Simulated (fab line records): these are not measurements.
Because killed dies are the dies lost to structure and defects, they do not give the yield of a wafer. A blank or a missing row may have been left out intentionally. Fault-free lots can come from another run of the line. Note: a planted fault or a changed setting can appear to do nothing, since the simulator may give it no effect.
8D (eight disciplines) problem report, filled in by code	flow gf180mcu	the parts of the form that need people (team, actions taken, sign-off) are left out

== 1. THE ISSUE ==
runLengthS at GF_M3_STRIP_18 reads a mean of 893 s on 6 wafers of 2 lots; wafers without a fault read 1227 s with a standard deviation of 3.3. That is -99 or more standard deviations from the usual mean.
The step: strips in post etch residue remover, time 1200 s.
The first sign was on wafer L760.3 at day 26 17:02, on wetBench-04. Wafers with a number at this step in the record: 39, from 13 lots. Rule for "out" (also "out of limits"): further than 4 standard deviations from the usual mean. The rest of the wafers with a number are treated as sound.

== 2. WHAT IT IS, WHAT IT ISN'T ==
question	is	is not
which readings at this step	runLengthS	-
which lots	L760, L762	L747, L750, L751, L752, L753, L754, L755, L758, L763, L767, L768
which wafers of those lots	all that have a number	-
read on which tools	wetBench-04	wetBench-01, wetBench-03
when	from day 26 17:02	up to then (24 sound wafers); but 9 sound wafers of L763, L767, L768 came after

== 3. WHAT RULES OUT EACH SUSPECT ==
Counting: any tool at a process step up to the reading is kept as a suspect provided that every lot that is out went through it and no sound lot did after the first of them.
- wetBench-04 at GF_M3_STRIP_18 (strips in post etch residue remover, time 1200 s): kept. Every lot that is out went through it, starting with L760 (day 26 17:02), and after that it ran no sound lot; the last sound lot it ran before then is L758 (day 25 14:41). Its own readings are out on those wafers: runLengthS.
The count leaves wetBench-04 at GF_M3_STRIP_18.

== 4. THE CAUSE (what the simulator had put in) ==
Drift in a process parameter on wetBench-04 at GF_M3_STRIP_18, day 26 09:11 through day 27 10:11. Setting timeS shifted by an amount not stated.
The count eliminated every tool but this one.

== 5. THE EFFECT CHAIN, in route order ==
Rows list readings where the struck wafers' mean (over those with a number) sits beyond 3 standard deviations from the usual. Readings are gone through only where the record gives a usual standard deviation; hours: the median, over the lots, of the time from a lot's start at the first step in this table giving one to that lot's start at this step; sigmas: the change measured in usual standard deviations.
hours	step	reading	usual	on struck wafers	change	sigmas
0	GF_M3_STRIP_18	runLengthS	1227 s	893	-334	-99 or more
Its process steps:
- GF_M3_STRIP_18: strips in post etch residue remover, time 1200 s.
At these later measuring or inspecting steps, every struck wafer for which the step has a row has a number for every such reading, and none has moved that far: GF_V3_CD_MEAS_14.

== 6. HOW IT WOULD HAVE BEEN CAUGHT EARLIER ==
8 hours passed between the start of the fault at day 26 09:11 and the first reading out of limits in this record, taken at day 26 17:02.
